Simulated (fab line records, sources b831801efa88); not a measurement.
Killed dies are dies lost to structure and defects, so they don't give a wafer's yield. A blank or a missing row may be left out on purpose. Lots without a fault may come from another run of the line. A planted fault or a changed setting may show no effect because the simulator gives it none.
One fault seen from 2 desks | flow gf180mcu | each desk has only its own numbers; what lay behind them comes last

THE METROLOGY DESK
What the gauges read, lot by lot, whatever tool the lot ran on: means of the sampled wafers that have a number. A lot is out of limits, marked OUT, if its mean lies more than 4 standard deviations from the usual mean; the brackets give that distance.
Columns: A = CONTACT_OVL at GF_CONTACT_OVL_MEAS_15, usual 5 nm; B = V1_CVD_00_THK at GF_V1_THK_MEAS_01, usual 599 nm
lot  | first seen here | A  | B
L428 | day 16 21:18    | 5  | 614
L431 | day 17 16:26    | 8  | 601
L430 | day 17 18:05    | 4  | 606
L432 | day 18 02:18    | 2  | 595
L433 | day 18 15:45    | -1 | 595
L434 | day 19 02:11    | 10 | 604
L435 | day 19 15:50    | 6  | 598
L439 | day 20 10:32    | 8  | 593
L441 | day 21 02:38    | 3  | 600
L443 | day 21 15:59    | 3  | 599
L447 | day 23 01:32    | 3  | 589
L448 | day 23 08:30    | 8  | 594
L449 | day 23 17:23    | 9  | 605
This desk's finding: nothing out of limits on any of the 13 lots.

THE TOOL OWNER'S DESK: litho_track-01
The tool's own readings at GF_DUAL_GATE_COAT_06 (resist thk 1000 nm): means of the sampled wafers that have a number, for each lot that ran on this tool. A lot is out of limits, marked OUT, if its mean lies more than 4 standard deviations from the usual mean; the brackets give that distance.
Columns: A = spin_speed_rpm at GF_DUAL_GATE_COAT_06, usual 3000.1 rpm
lot  | first seen here | A
L428 | day 8 07:52     | 3001.8
L433 | day 9 17:33     | 2999.8
L434 | day 10 01:40    | 3000.6
L435 | day 10 13:27    | 2999.6
L441 | day 11 22:25    | 2578.9 (-99 or more) OUT
L443 | day 12 09:07    | 2575.5 (-99 or more) OUT
This desk's finding: out of limits on L441, L443; first on L441, day 11 22:25 (spin_speed_rpm at GF_DUAL_GATE_COAT_06). In limits: L428, L433, L434, L435.

PUT TOGETHER
The tool owner's desk could have raised an alarm at day 11 22:25, on L441, L443.
The metrology desk saw nothing out of limits.
The metrology desk has L441, L443 on record, within its limits.
Of the lots named, all ran GF_DUAL_GATE_COAT_06 on litho_track-01.

WHAT THE SIMULATOR HAD PUT IN
Process parameter drift: litho_track-01, from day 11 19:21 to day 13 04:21, at GF_DUAL_GATE_COAT_06. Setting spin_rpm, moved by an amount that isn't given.
Lots struck among those shown: L441, L443.
Hours from the fault's start to each desk's first reading out of limits: the tool owner's desk, 3.
